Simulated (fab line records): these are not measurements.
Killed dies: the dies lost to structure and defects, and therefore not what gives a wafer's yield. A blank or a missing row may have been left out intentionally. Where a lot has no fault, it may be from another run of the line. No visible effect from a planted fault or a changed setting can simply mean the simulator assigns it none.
fab line records :: flow gf180mcu :: part 2 of 2: steps 25 to 33 of 33
record
  lots=5
  wafers=15
  last_day=34
route steps=602 shown V1@350 M2@362 V2@382
lots that met no fault: taken from a fault-free run of the same line
start_h: hours from the record's first day to the start of the lot's first wafer shown :: wait_h: how many hours have passed since the lot's step before this one :: " same as the row above :: L1.1+2: a row that stands for several wafers :: - no value, or no start given :: * or withheld: withheld :: < > ~ a bound
route shown NAME@n: names a module that has steps shown in the file, with the first one's number in the route :: usual: mean/standard deviation taken from wafers without a fault :: same: alike in all rows :: chamber/n: place in a boat :: sites: readings site by site :: _std_site: the standard deviation of these :: _edge_site: inner sites' mean taken away from outer sites' mean :: radius_mm: for every site, how far away it sits from the centre of the wafer :: mask NAME#n: copy n :: behind: the most recent tool/chamber to have shaped the wafer :: hold: what put the lot on hold/how long, in hours/how the hold closed :: device: names the non-switching transistor (n, p or np) :: end of line: the same wafers' tests at the end of the route :: for a step that has no rows: nothing shown but its recipe :: killed: the dies lost at the first sort to structure and to defects; this is not the yield of the wafer :: map: a wafer's dies, marking killed ones x, the rest . and places with no die _
set.NAME: the run value of the setting; set.NAME@STEP: its run value at that earlier step :: model.NAME: the simulator's own value behind a step, which no gauge read
lots at some steps of the route; a table a step, a row a wafer
services: the hour from which a tool's chamber was out of use, counted from the record's first day as start_h (under 0 if before that day), plus the number of hours and why
## steps
# step GF_M2_PEB_12
# recipe
  peb_temp_c=135
  peb_time_s=90
  resist=KrF
lot.wafer: L076.2+4+5
tool: litho_track-02
chamber: 0
start_h: -
wait_h: -

lot.wafer: L082.1+2+4
tool: litho_track-01
chamber: 0
start_h: -
wait_h: -

lot.wafer: L091.1+4+6
tool: litho_track-02
chamber: 0
start_h: -
wait_h: -

lot.wafer: L093.1+5+6
tool: litho_track-02
chamber: 0
start_h: -
wait_h: -

lot.wafer: L095.1+3+6
tool: litho_track-03
chamber: 0
start_h: -
wait_h: -
# step GF_M2_DEVELOP_13
# recipe
  develop_time_s=60
  dev_temp_c=21
lot.wafer: L076.2+4+5
tool: litho_track-02
chamber: 0
start_h: 457.61
wait_h: 0.2

lot.wafer: L082.1+2+4
tool: litho_track-01
chamber: 0
start_h: 513.57
wait_h: 0.2

lot.wafer: L091.1+4+6
tool: litho_track-02
chamber: 0
start_h: 590.68
wait_h: 0.2

lot.wafer: L093.1+5+6
tool: litho_track-02
chamber: 0
start_h: 598.78
wait_h: 0.2

lot.wafer: L095.1+3+6
tool: litho_track-03
chamber: 0
start_h: 614.89
wait_h: 0.2
# step GF_M2_CD_MEAS_14
# recipe
  target_cd_nm=280
# usual
  cd_nm=279.9/1.3
lot.wafer: L076.2
tool: cd_sem-02
chamber: -
start_h: 457.76
wait_h: 0.1
cd_nm: 279.4

lot.wafer: L076.4
tool: cd_sem-02
chamber: -
start_h: 457.76
wait_h: 0.1
cd_nm: 279.2

lot.wafer: L076.5
tool: cd_sem-02
chamber: -
start_h: 457.76
wait_h: 0.1
cd_nm: 279.3

lot.wafer: L082.1
tool: cd_sem-02
chamber: -
start_h: 513.72
wait_h: 0.1
cd_nm: 281.5

lot.wafer: L082.2
tool: cd_sem-02
chamber: -
start_h: 513.72
wait_h: 0.1
cd_nm: 279.6

lot.wafer: L082.4
tool: cd_sem-02
chamber: -
start_h: 513.72
wait_h: 0.1
cd_nm: 280.2

lot.wafer: L091.1
tool: cd_sem-01
chamber: -
start_h: 590.83
wait_h: 0.1
cd_nm: 278.4

lot.wafer: L091.4
tool: cd_sem-01
chamber: -
start_h: 590.83
wait_h: 0.1
cd_nm: 278.1

lot.wafer: L091.6
tool: cd_sem-01
chamber: -
start_h: 590.83
wait_h: 0.1
cd_nm: 278.5

lot.wafer: L093.1
tool: cd_sem-02
chamber: -
start_h: 598.93
wait_h: 0.1
cd_nm: 279.9

lot.wafer: L093.5
tool: cd_sem-02
chamber: -
start_h: 598.93
wait_h: 0.1
cd_nm: 278.6

lot.wafer: L093.6
tool: cd_sem-02
chamber: -
start_h: 598.93
wait_h: 0.1
cd_nm: 279.5

lot.wafer: L095.1
tool: cd_sem-01
chamber: -
start_h: 615.04
wait_h: 0.1
cd_nm: 278.8

lot.wafer: L095.3
tool: cd_sem-01
chamber: -
start_h: 615.04
wait_h: 0.1
cd_nm: 279.3

lot.wafer: L095.6
tool: cd_sem-01
chamber: -
start_h: 615.04
wait_h: 0.1
cd_nm: 279.8
# step GF_M2_OVL_MEAS_15
# usual
  M2_OVL=3/6.1
lot.wafer: L076.2
tool: overlay-02
chamber: -
start_h: 457.86
wait_h: 0.1
M2_OVL[nm]: -2

lot.wafer: L076.4
tool: overlay-02
chamber: -
start_h: 457.86
wait_h: 0.1
M2_OVL[nm]: 4

lot.wafer: L076.5
tool: overlay-02
chamber: -
start_h: 457.86
wait_h: 0.1
M2_OVL[nm]: 3

lot.wafer: L082.1
tool: overlay-02
chamber: -
start_h: 513.84
wait_h: 0.1
M2_OVL[nm]: -1

lot.wafer: L082.2
tool: overlay-02
chamber: -
start_h: 513.84
wait_h: 0.1
M2_OVL[nm]: -3

lot.wafer: L082.4
tool: overlay-02
chamber: -
start_h: 513.84
wait_h: 0.1
M2_OVL[nm]: 2

lot.wafer: L091.1
tool: overlay-02
chamber: -
start_h: 590.95
wait_h: 0.1
M2_OVL[nm]: 5

lot.wafer: L091.4
tool: overlay-02
chamber: -
start_h: 590.95
wait_h: 0.1
M2_OVL[nm]: -1

lot.wafer: L091.6
tool: overlay-02
chamber: -
start_h: 590.95
wait_h: 0.1
M2_OVL[nm]: 7

lot.wafer: L093.1
tool: overlay-02
chamber: -
start_h: 599.05
wait_h: 0.1
M2_OVL[nm]: 0

lot.wafer: L093.5
tool: overlay-02
chamber: -
start_h: 599.05
wait_h: 0.1
M2_OVL[nm]: 0

lot.wafer: L093.6
tool: overlay-02
chamber: -
start_h: 599.05
wait_h: 0.1
M2_OVL[nm]: 8

lot.wafer: L095.1
tool: overlay-02
chamber: -
start_h: 615.16
wait_h: 0.1
M2_OVL[nm]: 3

lot.wafer: L095.3
tool: overlay-02
chamber: -
start_h: 615.16
wait_h: 0.1
M2_OVL[nm]: 6

lot.wafer: L095.6
tool: overlay-02
chamber: -
start_h: 615.16
wait_h: 0.1
M2_OVL[nm]: 11
# step GF_M2_METAL_ETCH_16
# recipe
  chemistry=Cl2/BCl3
  mask_material=KrF
  target_depth_nm=750.8
  stop_on=SiO2
  pressure_mtorr=8
  icp_w=800
  bias_w=140
  Cl2_flow_sccm=80
  bcl3_flow_sccm=40
  time_s=125.1
# usual
  chamber_pressure_mTorr=8.001/0.0072
  drypump_motor_current_A=5.6/0.56
  oes_product_au=0.992/0.006
  throttle_valve_pct=28.228/0.0099
lot.wafer: L076.2
tool: rie_metal-01
chamber: 1
start_h: 457.89
wait_h: 0.0
chamber_pressure_mTorr: 8.013
drypump_motor_current_A: 6.2
oes_product_au: 0.993
rf_hours_counter_h: 10
throttle_valve_pct: 28.239

lot.wafer: L076.4
tool: rie_metal-01
chamber: 1
start_h: 457.89
wait_h: 0.0
chamber_pressure_mTorr: 7.999
drypump_motor_current_A: 6.3
oes_product_au: 0.993
rf_hours_counter_h: -
throttle_valve_pct: 28.225

lot.wafer: L076.5
tool: rie_metal-01
chamber: 1
start_h: 457.89
wait_h: 0.0
chamber_pressure_mTorr: 8.002
drypump_motor_current_A: 6.2
oes_product_au: 0.999
rf_hours_counter_h: -
throttle_valve_pct: 28.223

lot.wafer: L082.1
tool: rie_metal-04
chamber: 1
start_h: 513.87
wait_h: 0.0
chamber_pressure_mTorr: 8.000
drypump_motor_current_A: 5.3
oes_product_au: 0.987
rf_hours_counter_h: 13
throttle_valve_pct: 28.214

lot.wafer: L082.2
tool: rie_metal-04
chamber: 0
start_h: 513.87
wait_h: 0.0
chamber_pressure_mTorr: 8.006
drypump_motor_current_A: 4.8
oes_product_au: 0.991
rf_hours_counter_h: 10
throttle_valve_pct: 28.227

lot.wafer: L082.4
tool: rie_metal-04
chamber: 0
start_h: 513.87
wait_h: 0.0
chamber_pressure_mTorr: 7.999
drypump_motor_current_A: 4.7
oes_product_au: 0.987
rf_hours_counter_h: -
throttle_valve_pct: 28.221

lot.wafer: L091.1
tool: rie_metal-01
chamber: 0
start_h: 590.99
wait_h: 0.0
chamber_pressure_mTorr: 7.994
drypump_motor_current_A: 6.2
oes_product_au: 0.995
rf_hours_counter_h: 10
throttle_valve_pct: 28.212

lot.wafer: L091.4
tool: rie_metal-01
chamber: 0
start_h: 590.99
wait_h: 0.0
chamber_pressure_mTorr: 7.997
drypump_motor_current_A: 6.2
oes_product_au: 0.999
rf_hours_counter_h: -
throttle_valve_pct: 28.231

lot.wafer: L091.6
tool: rie_metal-01
chamber: 0
start_h: 590.99
wait_h: 0.0
chamber_pressure_mTorr: 8.006
drypump_motor_current_A: 6.2
oes_product_au: 0.993
rf_hours_counter_h: -
throttle_valve_pct: 28.222

lot.wafer: L093.1
tool: rie_metal-02
chamber: 1
start_h: 599.09
wait_h: 0.0
chamber_pressure_mTorr: 7.998
drypump_motor_current_A: 5.1
oes_product_au: 0.984
rf_hours_counter_h: 2
throttle_valve_pct: 28.235

lot.wafer: L093.5
tool: rie_metal-02
chamber: 1
start_h: 599.09
wait_h: 0.0
chamber_pressure_mTorr: 8.001
drypump_motor_current_A: 5.1
oes_product_au: 0.988
rf_hours_counter_h: -
throttle_valve_pct: 28.237

lot.wafer: L093.6
tool: rie_metal-02
chamber: 0
start_h: 599.09
wait_h: 0.0
chamber_pressure_mTorr: 7.997
drypump_motor_current_A: 5.3
oes_product_au: 0.989
rf_hours_counter_h: -
throttle_valve_pct: 28.235

lot.wafer: L095.1
tool: rie_metal-02
chamber: 1
start_h: 615.19
wait_h: 0.0
chamber_pressure_mTorr: 8.001
drypump_motor_current_A: 5.1
oes_product_au: 0.983
rf_hours_counter_h: 3
throttle_valve_pct: 28.234

lot.wafer: L095.3
tool: rie_metal-02
chamber: 0
start_h: 615.19
wait_h: 0.0
chamber_pressure_mTorr: 8.009
drypump_motor_current_A: 5.3
oes_product_au: 0.987
rf_hours_counter_h: -
throttle_valve_pct: 28.227

lot.wafer: L095.6
tool: rie_metal-02
chamber: 1
start_h: 615.19
wait_h: 0.0
chamber_pressure_mTorr: 8.008
drypump_motor_current_A: 5.1
oes_product_au: 0.976
rf_hours_counter_h: -
throttle_valve_pct: 28.242
# step GF_M2_STRIP_17
# recipe
  chemistry=O2/N2
  power_w=1400
  pressure_mtorr=1500
  platen_temp_c=250
  o2_flow_sccm=3000
  n2_flow_sccm=300
  overash_fraction=0.5
# usual
  chamber_pressure_mTorr=1500.0/1.3
  drypump_motor_current_A=5.7/0.44
  heater_power_w=318/20
  n2_flow_sccm=299.9/0.79
  o2_flow_sccm=3000/8.3
  oes_product_au=0.537/0.005
  strip_time_to_endpoint_s=7.36/0.06
# same
  overash_fraction=0.5
lot.wafer: L076.2
tool: plasma_asher-01
chamber: 0
start_h: 458.02
wait_h: 0.1
chamber_pressure_mTorr: 1501.2
drypump_motor_current_A: 5.9
heater_power_w: 327
n2_flow_sccm: 301.1
o2_flow_sccm: 2996
oes_product_au: 0.539
rf_hours_counter_h: 36
strip_time_to_endpoint_s: 7.35

lot.wafer: L076.4
tool: plasma_asher-01
chamber: 0
start_h: 458.02
wait_h: 0.1
chamber_pressure_mTorr: 1499.2
drypump_motor_current_A: 6.0
heater_power_w: 335
n2_flow_sccm: 300.6
o2_flow_sccm: 2995
oes_product_au: 0.537
rf_hours_counter_h: -
strip_time_to_endpoint_s: 7.34

lot.wafer: L076.5
tool: plasma_asher-01
chamber: 0
start_h: 458.02
wait_h: 0.1
chamber_pressure_mTorr: 1498.5
drypump_motor_current_A: 6.0
heater_power_w: 325
n2_flow_sccm: 300.8
o2_flow_sccm: 3001
oes_product_au: 0.537
rf_hours_counter_h: -
strip_time_to_endpoint_s: 7.28

lot.wafer: L082.1
tool: plasma_asher-04
chamber: 1
start_h: 514.00
wait_h: 0.1
chamber_pressure_mTorr: 1501.4
drypump_motor_current_A: 5.2
heater_power_w: 299
n2_flow_sccm: 299.7
o2_flow_sccm: 2999
oes_product_au: 0.547
rf_hours_counter_h: 75
strip_time_to_endpoint_s: 7.47

lot.wafer: L082.2
tool: plasma_asher-04
chamber: 0
start_h: 514.00
wait_h: 0.1
chamber_pressure_mTorr: 1500.0
drypump_motor_current_A: 6.0
heater_power_w: 328
n2_flow_sccm: 299.8
o2_flow_sccm: 2989
oes_product_au: 0.544
rf_hours_counter_h: 75
strip_time_to_endpoint_s: 7.39

lot.wafer: L082.4
tool: plasma_asher-04
chamber: 0
start_h: 514.00
wait_h: 0.1
chamber_pressure_mTorr: 1501.1
drypump_motor_current_A: 6.0
heater_power_w: 323
n2_flow_sccm: 300.8
o2_flow_sccm: 2991
oes_product_au: 0.534
rf_hours_counter_h: -
strip_time_to_endpoint_s: 7.39

lot.wafer: L091.1
tool: plasma_asher-01
chamber: 1
start_h: 591.25
wait_h: 0.2
chamber_pressure_mTorr: 1500.6
drypump_motor_current_A: 5.5
heater_power_w: 340
n2_flow_sccm: 298.8
o2_flow_sccm: 2998
oes_product_au: 0.534
rf_hours_counter_h: 50
strip_time_to_endpoint_s: 7.33

lot.wafer: L091.4
tool: plasma_asher-01
chamber: 1
start_h: 591.25
wait_h: 0.2
chamber_pressure_mTorr: 1497.0
drypump_motor_current_A: 5.5
heater_power_w: 341
n2_flow_sccm: 298.8
o2_flow_sccm: 3006
oes_product_au: 0.532
rf_hours_counter_h: -
strip_time_to_endpoint_s: 7.28

lot.wafer: L091.6
tool: plasma_asher-01
chamber: 0
start_h: 591.25
wait_h: 0.2
chamber_pressure_mTorr: 1499.4
drypump_motor_current_A: 6.0
heater_power_w: 333
n2_flow_sccm: 300.8
o2_flow_sccm: 3027
oes_product_au: 0.537
rf_hours_counter_h: -
strip_time_to_endpoint_s: 7.35

lot.wafer: L093.1
tool: plasma_asher-01
chamber: 0
start_h: 599.22
wait_h: 0.1
chamber_pressure_mTorr: 1501.2
drypump_motor_current_A: 5.9
heater_power_w: 338
n2_flow_sccm: 300.8
o2_flow_sccm: 3000
oes_product_au: 0.536
rf_hours_counter_h: 52
strip_time_to_endpoint_s: 7.41

lot.wafer: L093.5
tool: plasma_asher-01
chamber: 0
start_h: 599.22
wait_h: 0.1
chamber_pressure_mTorr: 1501.9
drypump_motor_current_A: 5.9
heater_power_w: 331
n2_flow_sccm: 300.0
o2_flow_sccm: 2985
oes_product_au: 0.533
rf_hours_counter_h: -
strip_time_to_endpoint_s: 7.36

lot.wafer: L093.6
tool: plasma_asher-01
chamber: 1
start_h: 599.22
wait_h: 0.1
chamber_pressure_mTorr: 1501.5
drypump_motor_current_A: 5.5
heater_power_w: 338
n2_flow_sccm: 299.6
o2_flow_sccm: 3005
oes_product_au: 0.530
rf_hours_counter_h: -
strip_time_to_endpoint_s: 7.37

lot.wafer: L095.1
tool: plasma_asher-01
chamber: 1
start_h: 615.32
wait_h: 0.1
chamber_pressure_mTorr: 1500.0
drypump_motor_current_A: 5.5
heater_power_w: 338
n2_flow_sccm: 301.2
o2_flow_sccm: 2997
oes_product_au: 0.539
rf_hours_counter_h: 54
strip_time_to_endpoint_s: 7.43

lot.wafer: L095.3
tool: plasma_asher-01
chamber: 1
start_h: 615.32
wait_h: 0.1
chamber_pressure_mTorr: 1501.5
drypump_motor_current_A: 5.5
heater_power_w: 340
n2_flow_sccm: 301.3
o2_flow_sccm: 2998
oes_product_au: 0.533
rf_hours_counter_h: -
strip_time_to_endpoint_s: 7.38

lot.wafer: L095.6
tool: plasma_asher-01
chamber: 1
start_h: 615.32
wait_h: 0.1
chamber_pressure_mTorr: 1500.9
drypump_motor_current_A: 5.5
heater_power_w: 335
n2_flow_sccm: 300.5
o2_flow_sccm: 3007
oes_product_au: 0.548
rf_hours_counter_h: -
strip_time_to_endpoint_s: 7.42
# step GF_M2_STRIP_18
# recipe
  chemistry=post_etch_residue_remover
  time_s=1200
  temp_c=72.5
# usual
  temp_c=72.49/0.14
lot.wafer: L076.2
tool: wet_bench-04
chamber: 3
start_h: 458.12
wait_h: 0.1
temp_c: 72.38

lot.wafer: L076.4
tool: wet_bench-04
chamber: 3
start_h: 458.12
wait_h: 0.1
temp_c: 72.33

lot.wafer: L076.5
tool: wet_bench-04
chamber: 3
start_h: 458.12
wait_h: 0.1
temp_c: 72.30

lot.wafer: L082.1
tool: wet_bench-03
chamber: 2
start_h: 514.10
wait_h: 0.1
temp_c: 72.50

lot.wafer: L082.2
tool: wet_bench-03
chamber: 2
start_h: 514.10
wait_h: 0.1
temp_c: 72.34

lot.wafer: L082.4
tool: wet_bench-03
chamber: 2
start_h: 514.10
wait_h: 0.1
temp_c: 72.40

lot.wafer: L091.1
tool: wet_bench-01
chamber: 0
start_h: 591.35
wait_h: 0.1
temp_c: 72.70

lot.wafer: L091.4
tool: wet_bench-01
chamber: 0
start_h: 591.35
wait_h: 0.1
temp_c: 72.67

lot.wafer: L091.6
tool: wet_bench-01
chamber: 0
start_h: 591.35
wait_h: 0.1
temp_c: 72.58

lot.wafer: L093.1
tool: wet_bench-03
chamber: 1
start_h: 599.32
wait_h: 0.1
temp_c: 72.61

lot.wafer: L093.5
tool: wet_bench-03
chamber: 1
start_h: 599.32
wait_h: 0.1
temp_c: 72.56

lot.wafer: L093.6
tool: wet_bench-03
chamber: 1
start_h: 599.32
wait_h: 0.1
temp_c: 72.70

lot.wafer: L095.1
tool: wet_bench-03
chamber: 0
start_h: 615.42
wait_h: 0.1
temp_c: 72.54

lot.wafer: L095.3
tool: wet_bench-03
chamber: 0
start_h: 615.42
wait_h: 0.1
temp_c: 72.52

lot.wafer: L095.6
tool: wet_bench-03
chamber: 0
start_h: 615.42
wait_h: 0.1
temp_c: 72.78
# step GF_M2_CLEAN_19
# recipe
  chemistry=DIW
  dry=n2_spin
lot.wafer: L076.2+4+5
tool: wet_bench-01
chamber: 3
start_h: 458.46
wait_h: 0.0

lot.wafer: L082.1+2+4
tool: wet_bench-01
chamber: 3
start_h: 514.48
wait_h: 0.0

lot.wafer: L091.1+4+6
tool: wet_bench-03
chamber: 3
start_h: 591.69
wait_h: 0.0

lot.wafer: L093.1+5+6
tool: wet_bench-04
chamber: 1
start_h: 599.66
wait_h: 0.0

lot.wafer: L095.1+3+6
tool: wet_bench-01
chamber: 2
start_h: 615.76
wait_h: 0.0
# step GF_V2_CVD_00
# recipe
  material=SiO2
  target_thk_nm=600
  sigma_open_frac=0.3
  temp_c=400
  time_s=100
  sih4_flow_sccm=60
  pressure_mtorr=6
lot.wafer: L076.2+4+5
tool: hdpcvd-01
chamber: 0,0,1
start_h: 458.55
wait_h: 0.0

lot.wafer: L082.1+2+4
tool: hdpcvd-02
chamber: 1,0,0
start_h: 514.57
wait_h: 0.0

lot.wafer: L091.1+4+6
tool: hdpcvd-01
chamber: 1,1,0
start_h: 591.78
wait_h: 0.0

lot.wafer: L093.1+5+6
tool: hdpcvd-01
chamber: 1,2,0
start_h: 599.75
wait_h: 0.0

lot.wafer: L095.1+3+6
tool: hdpcvd-02
chamber: 2,0,0
start_h: 615.86
wait_h: 0.0
## services
tool: cmp-02
chamber: -
start_h: 408.60
hours: 2.0
kind: repair

tool: hdpcvd-01
chamber: 2
start_h: 412.12
hours: 6.4
kind: repair

tool: pvd_sputter-03
chamber: -
start_h: 416.49
hours: 1.2
kind: repair

tool: wet_bench-03
chamber: -
start_h: 416.50
hours: 5.3
kind: repair

tool: plasma_asher-01
chamber: -
start_h: 419.38
hours: 0.3
kind: repair

tool: rie_diel-01
chamber: 0
start_h: 425.17
hours: 9.4
kind: repair

tool: rie_diel-01
chamber: 2
start_h: 433.94
hours: 5.4
kind: repair

tool: cmp-02
chamber: -
start_h: 439.97
hours: 3.6
kind: repair

tool: krf_scanner-02
chamber: -
start_h: 440.94
hours: 1.3
kind: pm

tool: krf_scanner-02
chamber: -
start_h: 442.24
hours: 0.8
kind: pm

tool: pvd_sputter-03
chamber: -
start_h: 442.93
hours: 2.7
kind: repair

tool: hdpcvd-01
chamber: -
start_h: 449.97
hours: 2.8
kind: repair

tool: cmp-02
chamber: -
start_h: 464.70
hours: 1.6
kind: repair

tool: cmp-02
chamber: -
start_h: 490.84
hours: 6.0
kind: pm

tool: rie_diel-01
chamber: -
start_h: 499.68
hours: 2.8
kind: pm

tool: cmp-02
chamber: -
start_h: 538.17
hours: 5.8
kind: pm

tool: cmp-02
chamber: -
start_h: 554.03
hours: 1.0
kind: repair

tool: rie_diel-01
chamber: -
start_h: 557.29
hours: 0.1
kind: repair

tool: pvd_sputter-02
chamber: -
start_h: 559.77
hours: 2.9
kind: repair

tool: pvd_sputter-02
chamber: -
start_h: 560.86
hours: 6.2
kind: repair

tool: plasma_asher-01
chamber: -
start_h: 581.03
hours: 1.3
kind: repair

tool: pvd_sputter-03
chamber: -
start_h: 592.64
hours: 20.9
kind: repair

tool: rie_diel-01
chamber: -
start_h: 606.73
hours: 0.7
kind: repair

tool: pvd_sputter-04
chamber: -
start_h: 611.37
hours: 0.9
kind: repair
